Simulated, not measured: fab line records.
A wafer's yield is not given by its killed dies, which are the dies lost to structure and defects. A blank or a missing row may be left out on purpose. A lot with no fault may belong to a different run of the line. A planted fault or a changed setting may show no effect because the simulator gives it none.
Struck lot and sound lot, side by side ; flow sky130 ; 15 steps out of a route of 708
Sound: these wafers, L548.1, L548.3, L548.5. Struck: wafers L555.2, L555.3, L555.6. The cause is given at the end.
Order at every step that has rows: each side's tool, ch and its chambers, its first start. Under that, the readings that differ: sound wafers ; struck wafers ; difference of the means ; sigmas: that difference in standard deviations of wafers without a fault.
alike: a reading whose means differ by less than 2 such deviations, as well as words and numbers matching on both sides. not compared: withheld readings; readings where some wafer has no value; bounds like >300 that might hide an equal value; numbers whose values overlap and for which the record gives no deviation.
A row with sigmas, a row that says differs or no value, or rows on one side alone: a step with any of these is where the two part. When numbers do not overlap yet have no deviation, they are printed without sigmas and do not part them. A reading that every wafer of one side lacks parts them only if that side has two wafers or more.

first, 2 steps without rows for these wafers: SKY_METAL1_CLEAN_23 (cleans in O3/DIW); SKY_VIA1_HDPCVD_00 (deposits SiO2, target thk 1030 nm, time 171.7 s).
SKY_VIA1_THK_MEAS_01:
  sound: film_metro-02 at day 33 18:14; struck: film_metro-01 at day 36 21:00
  alike: VIA1_HDPCVD_THK
SKY_VIA1_CMP_02: polishes SiO2.
  sound on cmp-02 ch 1,3, day 33 18:21; struck on cmp-01 ch 0,3, day 36 21:03
  alike: motor_current_A
SKY_VIA1_BOW_MEAS_03:
  sound: film_metro-01 at day 33 18:36; struck: film_metro-01 at day 36 21:22
  alike: VIA1_BOW
then, 7 steps without rows for these wafers: SKY_VIA1_DEHYDRATE_04 (time 60 s); SKY_VIA1_HMDS_05 (prime time 60 s); SKY_VIA1_COAT_06 (resist thk 60 nm); SKY_VIA1_COAT_07 (resist thk 450 nm); SKY_VIA1_SOFTBAKE_08 (time 90 s); SKY_VIA1_EXPOSE_09 (exposes mask VIM, target cd 150 nm); SKY_VIA1_PEB_10.
SKY_VIA1_DEVELOP_11: develop time 60 s.
  sound on litho_track-02 ch 0, day 34 20:00; struck on litho_track-04 ch 0, day 37 22:00
reading;sound;struck;difference;sigmas
developer_temp_C (C);20.89 20.93 20.78;20.17 20.17 20.00;-0.75;-8
SKY_VIA1_CD_MEAS_12: target cd 150 nm.
  sound: cd_sem-01 at day 34 21:01; struck: cd_sem-02 at day 37 22:19
  alike: cd_nm
following that, these wafers have no rows for 1 step: SKY_PAD_OPEN_PROBE_99.

WHERE THEY PART
Within this record, at SKY_VIA1_DEVELOP_11 only. Later steps at which nothing parts them and some readings are alike: SKY_VIA1_CD_MEAS_12.

WHY: what had been put in by the simulator
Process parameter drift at SKY_VIA1_DEVELOP_11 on litho_track-04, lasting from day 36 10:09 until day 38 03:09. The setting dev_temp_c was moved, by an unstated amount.
